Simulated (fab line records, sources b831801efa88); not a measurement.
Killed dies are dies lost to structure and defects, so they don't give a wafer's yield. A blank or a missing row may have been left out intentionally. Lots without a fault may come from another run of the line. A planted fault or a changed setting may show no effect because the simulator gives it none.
Which tool was responsible? || flow gf180mcu || 13 lots, 39 wafers sampled, at 3 steps of a route of 602

== WHAT THE GAUGES SHOWED, per wafer ==
GF_VT_IMPLANT_RS_MEAS_49: the measuring method here is four-point-probe.
{"lot": "L598", "measured": "day 7 15:05", "on": "film_metro-01", "MVPSD_RS (ohm/sq)": "1169 1167 1166"}
{"lot": "L599", "measured": "day 7 16:07", "on": "film_metro-04", "MVPSD_RS (ohm/sq)": "1170 1170 1168"}
{"lot": "L601", "measured": "day 8 05:36", "on": "film_metro-03", "MVPSD_RS (ohm/sq)": "1170 1168 1168"}
{"lot": "L606", "measured": "day 9 17:01", "on": "film_metro-03", "MVPSD_RS (ohm/sq)": "1161 1165 1163"}
{"lot": "L607", "measured": "day 10 09:17", "on": "film_metro-03", "MVPSD_RS (ohm/sq)": "1171 1168 1167"}
{"lot": "L609", "measured": "day 10 19:01", "on": "film_metro-04", "MVPSD_RS (ohm/sq)": "1171 1173 1178"}
{"lot": "L608", "measured": "day 10 19:49", "on": "film_metro-04", "MVPSD_RS (ohm/sq)": "1170 1168 1171"}
{"lot": "L614", "measured": "day 11 21:05", "on": "film_metro-01", "MVPSD_RS (ohm/sq)": "1170 1169 1167"}
{"lot": "L615", "measured": "day 12 03:31", "on": "film_metro-03", "MVPSD_RS (ohm/sq)": "1165 1169 1167"}
{"lot": "L617", "measured": "day 13 03:02", "on": "film_metro-01", "MVPSD_RS (ohm/sq)": "1172 1169 1170"}
{"lot": "L619", "measured": "day 13 19:35", "on": "film_metro-04", "MVPSD_RS (ohm/sq)": "1173 1170 1171"}
{"lot": "L620", "measured": "day 13 20:23", "on": "film_metro-01", "MVPSD_RS (ohm/sq)": "1168 1168 1167"}
{"lot": "L621", "measured": "day 14 14:26", "on": "film_metro-01", "MVPSD_RS (ohm/sq)": "1169 1171 1168"}

GF_POLY_GATE_THK_MEAS_17.
{"lot": "L598", "measured": "day 9 10:35", "on": "film_metro-04", "POLY_GATE_OXIDATION_THK (nm)": "4.03 4.03 4.08"}
{"lot": "L599", "measured": "day 9 09:01", "on": "film_metro-02", "POLY_GATE_OXIDATION_THK (nm)": "3.90 4.01 4.06"}
{"lot": "L601", "measured": "day 9 22:52", "on": "film_metro-01", "POLY_GATE_OXIDATION_THK (nm)": "3.96 4.03 3.96"}
{"lot": "L606", "measured": "day 11 14:33", "on": "film_metro-02", "POLY_GATE_OXIDATION_THK (nm)": "4.03 4.01 4.04"}
{"lot": "L607", "measured": "day 12 08:46", "on": "film_metro-02", "POLY_GATE_OXIDATION_THK (nm)": "4.09 4.14 4.07"}
{"lot": "L609", "measured": "day 12 17:59", "on": "film_metro-04", "POLY_GATE_OXIDATION_THK (nm)": "4.12 4.09 4.11"}
{"lot": "L608", "measured": "day 12 19:14", "on": "film_metro-04", "POLY_GATE_OXIDATION_THK (nm)": "4.09 3.99 3.99"}
{"lot": "L614", "measured": "day 13 19:26", "on": "film_metro-02", "POLY_GATE_OXIDATION_THK (nm)": "4.02 3.97 4.00"}
{"lot": "L615", "measured": "day 14 02:29", "on": "film_metro-02", "POLY_GATE_OXIDATION_THK (nm)": "3.96 3.91 4.00"}
{"lot": "L617", "measured": "day 15 02:31", "on": "film_metro-04", "POLY_GATE_OXIDATION_THK (nm)": "4.02 4.02 4.10"}
{"lot": "L619", "measured": "day 15 22:20", "on": "film_metro-02", "POLY_GATE_OXIDATION_THK (nm)": "4.01 4.06 4.07"}
{"lot": "L620", "measured": "day 15 22:21", "on": "film_metro-01", "POLY_GATE_OXIDATION_THK (nm)": "4.06 4.10 4.08"}
{"lot": "L621", "measured": "day 16 19:23", "on": "film_metro-04", "POLY_GATE_OXIDATION_THK (nm)": "4.03 4.02 4.07"}

== TOOL THAT RAN EACH LOT (tool first, then ch and the chambers of the sampled wafers, then the start) ==
{"lot": "L598", "GF_DUAL_GATE_STRIP_13": "plasma_asher-03 ch 0,1, day 8 11:22"}
{"lot": "L599", "GF_DUAL_GATE_STRIP_13": "plasma_asher-04 ch 0,1, day 8 10:57"}
{"lot": "L601", "GF_DUAL_GATE_STRIP_13": "plasma_asher-04 ch 0,1, day 8 23:51"}
{"lot": "L606", "GF_DUAL_GATE_STRIP_13": "plasma_asher-03 ch 0,1, day 10 11:58"}
{"lot": "L607", "GF_DUAL_GATE_STRIP_13": "plasma_asher-03 ch 0,1, day 11 09:40"}
{"lot": "L609", "GF_DUAL_GATE_STRIP_13": "plasma_asher-04 ch 0,1, day 11 16:10"}
{"lot": "L608", "GF_DUAL_GATE_STRIP_13": "plasma_asher-03 ch 0, day 11 16:28"}
{"lot": "L614", "GF_DUAL_GATE_STRIP_13": "plasma_asher-01 ch 0,1, day 12 18:13"}
{"lot": "L615", "GF_DUAL_GATE_STRIP_13": "plasma_asher-03 ch 0,1, day 13 01:37"}
{"lot": "L617", "GF_DUAL_GATE_STRIP_13": "plasma_asher-04 ch 0,1, day 14 00:14"}
{"lot": "L619", "GF_DUAL_GATE_STRIP_13": "plasma_asher-03 ch 1, day 14 18:47"}
{"lot": "L620", "GF_DUAL_GATE_STRIP_13": "plasma_asher-01 ch 0,1, day 14 19:06"}
{"lot": "L621", "GF_DUAL_GATE_STRIP_13": "plasma_asher-01 ch 0,1, day 15 13:28"}
- GF_DUAL_GATE_STRIP_13: strips in O2/N2.

== WHAT THE TOOLS THEMSELVES READ (means of the sampled wafers that have a number; where no wafer has one, the mark that the record gives instead) ==
GF_DUAL_GATE_STRIP_13.
{"lot": "L598", "tool": "plasma_asher-03", "drypump_motor_current_A (A)": 5.4, "heater_power_w (W)": 353, "oes_product_au (a.u.)": 0.716, "strip_time_to_endpoint_s (s)": 12.62}
{"lot": "L599", "tool": "plasma_asher-04", "drypump_motor_current_A (A)": 5.8, "heater_power_w (W)": 323, "oes_product_au (a.u.)": 0.715, "strip_time_to_endpoint_s (s)": 12.65}
{"lot": "L601", "tool": "plasma_asher-04", "drypump_motor_current_A (A)": 5.8, "heater_power_w (W)": 320, "oes_product_au (a.u.)": 0.712, "strip_time_to_endpoint_s (s)": 12.60}
{"lot": "L606", "tool": "plasma_asher-03", "drypump_motor_current_A (A)": 5.4, "heater_power_w (W)": 347, "oes_product_au (a.u.)": 0.712, "strip_time_to_endpoint_s (s)": 12.67}
{"lot": "L607", "tool": "plasma_asher-03", "drypump_motor_current_A (A)": 5.2, "heater_power_w (W)": 354, "oes_product_au (a.u.)": 0.714, "strip_time_to_endpoint_s (s)": 12.66}
{"lot": "L609", "tool": "plasma_asher-04", "drypump_motor_current_A (A)": 5.7, "heater_power_w (W)": 321, "oes_product_au (a.u.)": 0.716, "strip_time_to_endpoint_s (s)": 12.59}
{"lot": "L608", "tool": "plasma_asher-03", "drypump_motor_current_A (A)": 5.4, "heater_power_w (W)": 350, "oes_product_au (a.u.)": 0.718, "strip_time_to_endpoint_s (s)": 12.65}
{"lot": "L614", "tool": "plasma_asher-01", "drypump_motor_current_A (A)": 5.8, "heater_power_w (W)": 325, "oes_product_au (a.u.)": 0.712, "strip_time_to_endpoint_s (s)": 12.61}
{"lot": "L615", "tool": "plasma_asher-03", "drypump_motor_current_A (A)": 5.2, "heater_power_w (W)": 357, "oes_product_au (a.u.)": 0.719, "strip_time_to_endpoint_s (s)": 12.65}
{"lot": "L617", "tool": "plasma_asher-04", "drypump_motor_current_A (A)": 5.8, "heater_power_w (W)": 322, "oes_product_au (a.u.)": 0.719, "strip_time_to_endpoint_s (s)": 12.67}
{"lot": "L619", "tool": "plasma_asher-03", "drypump_motor_current_A (A)": 5.1, "heater_power_w (W)": 353, "oes_product_au (a.u.)": 0.711, "strip_time_to_endpoint_s (s)": 12.67}
{"lot": "L620", "tool": "plasma_asher-01", "drypump_motor_current_A (A)": 5.9, "heater_power_w (W)": 337, "oes_product_au (a.u.)": 0.717, "strip_time_to_endpoint_s (s)": 12.64}
{"lot": "L621", "tool": "plasma_asher-01", "drypump_motor_current_A (A)": 5.8, "heater_power_w (W)": 319, "oes_product_au (a.u.)": 0.720, "strip_time_to_endpoint_s (s)": 12.67}

== THE ANSWER, worked out from the rows above alone ==
Rule: the lots themselves supply what counts as usual. The widest of any qualifying gaps counts: lots, ordered by their means at a reading, are off when they make up no more than a third of the lots, leave a main group of 4 or more, and stand apart from it by 3 or more times the standard deviation of that group's means. Not used: any main group whose means are identical at the precision the tables above print for the reading. A lot without any number at a reading at which 4 lots or more have one is off too. All remaining lots with rows at the step are treated as sound. Order of review: gauges by route order, followed by the tools' own readings, for which a lot's mean as printed above is used. The first step at which some lot is off is used, and at that step the reading that is off furthest; a lot without a number counts as furthest.
No lot is off at any reading shown: from this, nothing can be told.

== WHAT HAD BEEN PUT IN BY THE SIMULATOR ==
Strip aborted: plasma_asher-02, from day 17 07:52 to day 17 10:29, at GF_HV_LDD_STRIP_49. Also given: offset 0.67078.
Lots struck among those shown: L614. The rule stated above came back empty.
